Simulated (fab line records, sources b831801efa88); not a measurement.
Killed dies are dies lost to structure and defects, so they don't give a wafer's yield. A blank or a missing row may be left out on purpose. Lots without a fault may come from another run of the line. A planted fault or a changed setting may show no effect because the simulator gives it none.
Tool commonality check | flow sky130 | 15 lots, 45 wafers sampled

WHY IT WAS OPENED
At SKY_RES_XHIGH_TW_MEAS_09 the reading RES_XHIGH_TW is flagged on 3 of 15 lots. Wafers without a fault read 1638, standard deviation 14.
Rule: a lot is flagged when every wafer of it that has a number lies more than 4 standard deviations from that mean, or none has a number. The other lots count as sound.

lot  | measured     | on            | RES_XHIGH_TW, wafer by wafer | flag
L291 | day 26 23:31 | film_metro-02 | 1619 1620 1624               |
L293 | day 27 12:49 | film_metro-01 | 1651 1658 1650               |
L295 | day 28 12:14 | film_metro-02 | 1635 1639 1640               |
L298 | day 29 01:38 | film_metro-02 | 1613 1627 1605               |
L297 | day 29 02:13 | film_metro-04 | 1648 1647 1644               |
L306 | day 31 16:50 | film_metro-02 | 30 30 29                     | FLAGGED
L305 | day 31 21:55 | film_metro-04 | 30 30 30                     | FLAGGED
L304 | day 31 22:47 | film_metro-02 | 30 30 30                     | FLAGGED
L307 | day 32 02:11 | film_metro-04 | 1641 1653 1638               |
L309 | day 32 19:43 | film_metro-02 | 1616 1615 1612               |
L308 | day 32 20:47 | film_metro-01 | 1640 1644 1635               |
L310 | day 33 02:58 | film_metro-02 | 1614 1615 1620               |
L312 | day 33 20:02 | film_metro-01 | 1634 1629 1633               |
L314 | day 34 00:45 | film_metro-01 | 1636 1642 1641               |
L313 | day 34 01:52 | film_metro-02 | 1630 1618 1627               |
The numbers of the flagged lots are 30 on average: -1608 against the usual, or -99 or more standard deviations.

WHICH TOOL RAN EACH LOT
The record holds 2 process steps before the reading, out of a route of 708 steps. In each cell: the tool, then ch and the chambers that the sampled wafers went through, then the start.
lot  | flag    | SKY_SD_P_STRIP_10                    | SKY_RES_XHIGH_EXPOSE_04
L291 |         | plasma_asher-01 ch 0,1, day 25 18:07 | iline_stepper-02 ch 0, day 26 08:56
L293 |         | plasma_asher-04 ch 0,1, day 26 08:01 | iline_stepper-01 ch 0, day 26 22:46
L295 |         | plasma_asher-04 ch 0,1, day 27 06:56 | iline_stepper-02 ch 0, day 27 22:08
L298 |         | plasma_asher-02 ch 0,1, day 27 21:05 | iline_stepper-02 ch 0, day 28 11:01
L297 |         | plasma_asher-01 ch 0,1, day 27 21:26 | iline_stepper-01 ch 0, day 28 11:15
L306 | FLAGGED | plasma_asher-01 ch 0,1, day 30 13:26 | iline_stepper-01, day 31 02:47
L305 | FLAGGED | plasma_asher-02 ch 0,1, day 30 18:26 | iline_stepper-01, day 31 08:02
L304 | FLAGGED | plasma_asher-02 ch 0,1, day 30 18:56 | iline_stepper-01, day 31 08:59
L307 |         | plasma_asher-04 ch 0,1, day 30 21:59 | iline_stepper-02 ch 0, day 31 12:36
L309 |         | plasma_asher-01 ch 0,1, day 31 16:44 | iline_stepper-02 ch 0, day 32 05:32
L308 |         | plasma_asher-04 ch 1, day 31 17:41   | iline_stepper-02 ch 0, day 32 06:52
L310 |         | plasma_asher-01 ch 0,1, day 32 00:01 | iline_stepper-02 ch 0, day 32 13:47
L312 |         | plasma_asher-01 ch 0,1, day 32 17:02 | iline_stepper-02 ch 0, day 33 06:25
L314 |         | plasma_asher-04 ch 0,1, day 32 22:29 | iline_stepper-02 ch 0, day 33 11:14
L313 |         | plasma_asher-04 ch 0,1, day 32 23:17 | iline_stepper-01 ch 0, day 33 12:17
What these steps do:
- SKY_SD_P_STRIP_10: strips in O2/N2.
- SKY_RES_XHIGH_EXPOSE_04: exposes mask URPM, target cd 1270 nm.
- SKY_RES_XHIGH_TW_MEAS_09

FLAGGED OVER TOTAL, TOOL BY TOOL (the gauges that took the reading come last)
step                     | tool             | lots run | flagged | share of the flagged lots | sound lots run after its first flagged lot
SKY_SD_P_STRIP_10        | plasma_asher-01  | 6        | 1       | some                      | 3 (L309,L310,L312)
SKY_SD_P_STRIP_10        | plasma_asher-02  | 3        | 2       | some                      | 0
SKY_SD_P_STRIP_10        | plasma_asher-04  | 6        | 0       | none                      | -
SKY_RES_XHIGH_EXPOSE_04  | iline_stepper-01 | 6        | 3       | all                       | 1 (L313)
SKY_RES_XHIGH_EXPOSE_04  | iline_stepper-02 | 9        | 0       | none                      | -
SKY_RES_XHIGH_TW_MEAS_09 | film_metro-01    | 4        | 0       | none                      | -
SKY_RES_XHIGH_TW_MEAS_09 | film_metro-02    | 8        | 2       | some                      | 3 (L309,L310,L313)
SKY_RES_XHIGH_TW_MEAS_09 | film_metro-04    | 3        | 1       | some                      | 1 (L307)

WHAT THE TABLE ALLOWS
1 row of the table ran every flagged lot: iline_stepper-01 at SKY_RES_XHIGH_EXPOSE_04.
- iline_stepper-01 at SKY_RES_XHIGH_EXPOSE_04: 3 of its 6 lots flagged. Sound lots ran on it after the first flagged one (L313), which a lasting fault on the whole tool wouldn't allow. On the flagged lots its readings are blank where sound lots have values: exposure_dose_mJ_cm2, focus_offset_nm.
No row of the table ran every flagged lot and no sound lot after the first.

WHAT THE SIMULATOR HAD PUT IN
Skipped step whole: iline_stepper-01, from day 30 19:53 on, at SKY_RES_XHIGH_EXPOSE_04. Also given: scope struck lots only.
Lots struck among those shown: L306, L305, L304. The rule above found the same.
